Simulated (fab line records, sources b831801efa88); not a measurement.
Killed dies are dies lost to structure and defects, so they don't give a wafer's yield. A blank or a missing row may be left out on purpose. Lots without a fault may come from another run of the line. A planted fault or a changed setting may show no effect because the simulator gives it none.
fab line records | flow sky130
record lots=13 wafers=39 last_day=50
route steps=708 shown NWELL@79 VT_ADJUST_LVTN@104 VT_ADJUST_NCORE@121
lots that met no fault: from a run of the same line without faults
start_h: hours from the record's first day to the start of the lot's first wafer shown | wait_h: hours since the lot's step before | " the same as in the row above | L1.1+2: a row that stands for several wafers | - no value, or no start given | * or withheld: withheld | < > ~ a bound
route shown NAME@n: a module of which the file shows steps, and the number in the route of the first | usual: mean/standard deviation of fault-free wafers | same: alike in all rows | chamber/n: place in a boat | sites: the reading at each site | _std_site: their standard deviation | _edge_site: outer sites' mean less inner sites' | radius_mm: how far each site lies from the wafer's centre | mask NAME#n: copy n | behind: the tool/chamber that last shaped the wafer | hold: why the lot was held/for how many hours/how that ended | device: the transistor (n, p or np) that didn't switch | end of line: the same wafers' tests at the end of the route | a step without rows: its recipe alone | killed: dies lost to structure and defects at the first sort, not the wafer's yield | map: a wafer's dies, x killed, . not, _ none there
set.NAME: the setting as run; set.NAME@STEP: as run at that earlier step | model.NAME: the simulator's own value behind a step, which no gauge read
steps of the route over a sample of lots; a table a step, a row a wafer
services: from which hour (start_h, from the record's first day; less than 0 if before it) a tool's chamber was out of use, for how many hours, and why
## steps
# step SKY_NWELL_TW_MEAS_26
# usual NWELL_2_TW=495/7
# columns lot.wafer tool chamber start_h wait_h NWELL_2_TW
L681.2 film_metro-03 - 109.29 0.1 502
L681.3 " - " " 501
L681.5 " - " " 504
L686.2 film_metro-04 - 137.70 0.1 486
L686.4 " - " " 484
L686.6 " - " " 485
L687.2 film_metro-01 - 146.74 0.1 497
L687.3 " - " " 496
L687.4 " - " " 497
L688.2 film_metro-04 - 152.30 0.1 485
L688.3 " - " " 483
L688.4 " - " " 487
L692.2 film_metro-03 - 177.10 0.1 503
L692.3 " - " " 501
L692.6 " - " " 503
L693.1 film_metro-04 - 182.34 0.1 491
L693.3 " - " " 489
L693.6 " - " " 489
L697.2 film_metro-04 - 205.84 0.1 487
L697.4 " - " " 486
L697.6 " - " " 486
L698.1 film_metro-03 - 210.34 0.1 504
L698.4 " - " " 503
L698.5 " - " " 501
L699.1 film_metro-01 - 217.58 0.1 496
L699.2 " - " " 493
L699.3 " - " " 494
L700.1 film_metro-04 - 222.93 0.1 488
L700.2 " - " " 490
L700.4 " - " " 491
L701.1 film_metro-01 - 229.58 0.1 495
L701.2 " - " " 496
L701.6 " - " " 493
L702.1 film_metro-04 - 234.79 0.1 488
L702.4 " - " " 490
L702.6 " - " " 487
L703.2 film_metro-01 - 238.20 0.1 497
L703.5 " - " " 497
L703.6 " - " " 496
# step SKY_VT_ADJUST_LVTN_OVL_MEAS_07
# usual VT_ADJUST_LVTN_OVL=-0.2/1.3
# columns lot.wafer tool chamber start_h wait_h VT_ADJUST_LVTN_OVL[nm]
L681.2 overlay-02 - 148.06 - 0.7
L681.3 " - " " -1.1
L681.5 " - " " 1.0
L686.2 overlay-01 - 177.38 - 0.2
L686.4 " - " " 0.5
L686.6 " - " " -0.1
L687.2 overlay-01 - 186.93 - 1.7
L687.3 " - " " 1.4
L687.4 " - " " 0.7
L688.2 overlay-02 - 193.66 - -1.1
L688.3 " - " " 0.0
L688.4 " - " " 1.2
L692.2 overlay-02 - 220.21 - 0.4
L692.3 " - " " -0.9
L692.6 " - " " -1.6
L693.1 overlay-02 - 226.60 - -2.1
L693.3 " - " " -0.9
L693.6 " - " " -2.0
L697.2 overlay-02 - 250.21 - -0.8
L697.4 " - " " -0.4
L697.6 " - " " 0.2
L698.1 overlay-02 - 256.85 - 0.1
L698.4 " - " " -1.2
L698.5 " - " " -1.1
L699.1 overlay-02 - 264.02 - -2.2
L699.2 " - " " -2.1
L699.3 " - " " -2.0
L700.1 overlay-02 - 269.76 - 0.5
L700.2 " - " " 1.8
L700.4 " - " " 0.9
L701.1 overlay-02 - 277.21 - -0.9
L701.2 " - " " -0.4
L701.6 " - " " 1.0
L702.1 overlay-02 - 282.15 - 1.1
L702.4 " - " " -0.2
L702.6 " - " " 0.9
L703.2 overlay-01 - 286.31 - 0.0
L703.5 " - " " -0.5
L703.6 " - " " 1.3
# step SKY_VT_ADJUST_NCORE_COAT_02
# recipe resist=NOVOLAK spin_rpm=3000 resist_thk_nm=1140
# usual spin_speed_rpm=3000.0/2.2
# columns lot.wafer tool chamber start_h wait_h spin_speed_rpm
L681.2 litho_track-03 0 178.00 0.1 3001.1
L681.3 " 0 " " 3003.3
L681.5 " 0 " " 3002.2
L686.2 litho_track-04 0 213.28 0.1 3003.0
L686.4 " 0 " " 2999.7
L686.6 " 0 " " 3002.0
L687.2 litho_track-03 0 219.80 0.1 2948.9
L687.3 " 0 " " 2945.0
L687.4 " 0 " " 2946.2
L688.2 litho_track-03 0 226.80 0.1 2951.1
L688.3 " 0 " " 2950.4
L688.4 " 0 " " 2948.9
L692.2 litho_track-01 0 253.51 0.1 3000.2
L692.3 " 0 " " 2999.0
L692.6 " 0 " " 3000.3
L693.1 litho_track-04 0 260.60 0.1 2999.5
L693.3 " 0 " " 2998.0
L693.6 " 0 " " 3000.6
L697.2 litho_track-04 0 285.88 0.1 3001.4
L697.4 " 0 " " 2996.3
L697.6 " 0 " " 2999.6
L698.1 litho_track-03 0 292.62 0.1 2999.6
L698.4 " 0 " " 3001.2
L698.5 " 0 " " 2998.9
L699.1 litho_track-01 0 301.49 0.1 3000.6
L699.2 " 0 " " 3000.9
L699.3 " 0 " " 3002.1
L700.1 litho_track-03 0 305.87 0.1 3003.2
L700.2 " 0 " " 3004.6
L700.4 " 0 " " 3005.1
L701.1 litho_track-01 0 315.44 0.1 2998.2
L701.2 " 0 " " 3000.7
L701.6 " 0 " " 2998.5
L702.1 litho_track-04 0 319.45 0.1 2999.8
L702.4 " 0 " " 3000.1
L702.6 " 0 " " 2996.5
L703.2 litho_track-04 0 324.53 0.1 2996.1
L703.5 " 0 " " 2998.4
L703.6 " 0 " " 3002.4
# step SKY_VT_ADJUST_NCORE_CD_MEAS_07
# recipe target_cd_nm=380
# usual cd_nm=380.4/2.4
# columns lot.wafer tool chamber start_h wait_h cd_nm
L681.2 cd_sem-02 - 188.51 0.1 382.6
L681.3 " - " " 385.2
L681.5 " - " " 382.9
L686.2 cd_sem-01 - 224.67 0.1 381.0
L686.4 " - " " 382.0
L686.6 " - " " 378.3
L687.2 cd_sem-01 - 230.56 0.1 378.1
L687.3 " - " " 376.2
L687.4 " - " " 376.6
L688.2 cd_sem-02 - 237.76 0.1 377.1
L688.3 " - " " 377.6
L688.4 " - " " 377.9
L692.2 cd_sem-02 - 266.02 0.1 378.1
L692.3 " - " " 381.9
L692.6 " - " " 381.8
L693.1 cd_sem-01 - 273.00 0.1 378.4
L693.3 " - " " 378.8
L693.6 " - " " 379.3
L697.2 cd_sem-02 - 298.55 0.2 381.0
L697.4 " - " " 381.3
L697.6 " - " " 379.5
L698.1 cd_sem-02 - 305.15 0.1 380.1
L698.4 " - " " 380.9
L698.5 " - " " 381.2
L699.1 cd_sem-02 - 314.19 0.1 383.8
L699.2 " - " " 380.6
L699.3 " - " " 383.6
L700.1 cd_sem-01 - 318.97 0.1 378.1
L700.2 " - " " 378.8
L700.4 " - " " 379.0
L701.1 cd_sem-02 - 328.37 0.1 381.3
L701.2 " - " " 377.9
L701.6 " - " " 379.5
L702.1 cd_sem-02 - 332.70 0.1 385.9
L702.4 " - " " 387.1
L702.6 " - " " 386.2
L703.2 cd_sem-02 - 338.61 0.1 381.7
L703.5 " - " " 381.3
L703.6 " - " " 382.5
# step SKY_VT_ADJUST_NCORE_STRIP_10
# recipe chemistry=O2/N2 power_w=1400 pressure_mtorr=1500 platen_temp_c=withheld o2_flow_sccm=3000 n2_flow_sccm=300 overash_fraction=0.5
# usual drypump_motor_current_A=6.1/0.48 oes_product_au=0.715/0.0045 strip_time_to_endpoint_s=14.18/0.032
# columns lot.wafer tool chamber start_h wait_h drypump_motor_current_A oes_product_au rf_hours_counter_h strip_time_to_endpoint_s
L681.2 plasma_asher-04 1 188.80 0.1 6.5 0.714 51 14.21
L681.3 " 0 " " 6.4 0.712 - 14.18
L681.5 " 1 " " 6.5 0.716 - 14.22
L686.2 plasma_asher-04 0 224.96 0.1 6.4 0.713 55 14.13
L686.4 " 1 " " 6.5 0.721 - 14.17
L686.6 " 0 " " 6.4 0.716 - 14.12
L687.2 plasma_asher-04 0 230.85 0.1 6.4 0.711 55 14.28
L687.3 " 1 " " 6.5 0.714 - 14.27
L687.4 " 0 " " 6.4 0.713 - 14.31
L688.2 plasma_asher-03 1 238.05 0.1 5.3 0.714 42 14.27
L688.3 " 0 " " 6.4 0.711 - 14.27
L688.4 " 1 " " 5.3 0.712 - 14.28
L692.2 plasma_asher-04 0 266.31 0.1 6.4 0.713 59 14.19
L692.3 " 0 " " 6.4 0.721 - 14.17
L692.6 " 1 " " 6.5 0.720 - 14.14
L693.1 plasma_asher-04 1 273.31 0.1 6.4 0.702 60 14.12
L693.3 " 1 " " 6.5 0.706 - 14.12
L693.6 " 0 " " 6.4 0.715 - 14.12
L697.2 plasma_asher-04 0 298.83 0.1 6.4 0.718 62 14.14
L697.4 " 1 " " 6.5 0.710 - 14.18
L697.6 " 1 " " 6.4 0.711 - 14.22
L698.1 plasma_asher-04 0 305.46 0.1 6.4 0.723 63 14.19
L698.4 " 0 " " 6.4 0.714 - 14.18
L698.5 " 0 " " 6.4 0.711 - 14.21
L699.1 plasma_asher-04 1 314.50 0.1 6.5 0.711 64 14.17
L699.2 " 0 " " 6.4 0.718 64 14.21
L699.3 " 0 " " 6.4 0.715 - 14.20
L700.1 plasma_asher-04 1 319.28 0.1 6.5 0.722 65 14.21
L700.2 " 0 " " 6.4 0.717 65 14.21
L700.4 " 1 " " 6.5 0.719 - 14.20
L701.1 plasma_asher-04 1 328.68 0.1 6.5 0.715 66 14.19
L701.2 " 0 " " 6.4 0.711 66 14.21
L701.6 " 0 " " 6.4 0.717 - 14.22
L702.1 plasma_asher-02 1 333.01 0.1 5.7 0.709 21 14.15
L702.4 " 1 " " 5.7 0.716 - 14.19
L702.6 " 1 " " 5.7 0.713 - 14.14
L703.2 plasma_asher-02 1 338.90 0.1 5.7 0.717 21 14.18
L703.5 " 1 " " 5.7 0.717 - 14.10
L703.6 " 0 " " 5.4 0.715 - 14.13
## services
# columns tool chamber start_h hours kind
plasma_asher-03 - 183.05 13.6 repair
litho_track-04 - 208.37 - consumable_replace:filter
plasma_asher-04 - 217.80 2.8 pm
plasma_asher-02 - 239.26 2.6 repair
plasma_asher-03 - 272.28 7.9 repair
plasma_asher-03 - 317.45 8.4 repair
plasma_asher-02 - 328.44 4.4 repair
## key
first_sign step=SKY_VT_ADJUST_NCORE_COAT_02 reading=spin_speed_rpm direction=down sigmas=24 usual=3000.0 struck=2948.4
effect step=SKY_VT_ADJUST_NCORE_STRIP_10 reading=strip_time_to_endpoint_s direction=up sigmas=3.1 usual=* struck=*
met_at SKY_VT_ADJUST_NCORE_COAT_02
struck_lots L687,L688
tester_left_out L687,L688
not_acting_at SKY_NWELL_TW_MEAS_26,SKY_VT_ADJUST_LVTN_OVL_MEAS_07,SKY_VT_ADJUST_NCORE_CD_MEAS_07
onset_between 178.00 219.80
fault kind=process_parameter_drift tool=litho_track-03 chamber=- onset_h=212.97 steps=SKY_VT_ADJUST_NCORE_COAT_02 channel=spin_rpm offset=-51.099 shape=step end_h=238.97 acts_in=these_recipes_only stated=3000
# tester_left_out: of these lots the tester's yield and bins aren't shown, on N5 and GAA mostly nor the transistor test; their killed dies are dies lost to structure and defects alone, not to doping, threshold or leakage, so they don't give the yield
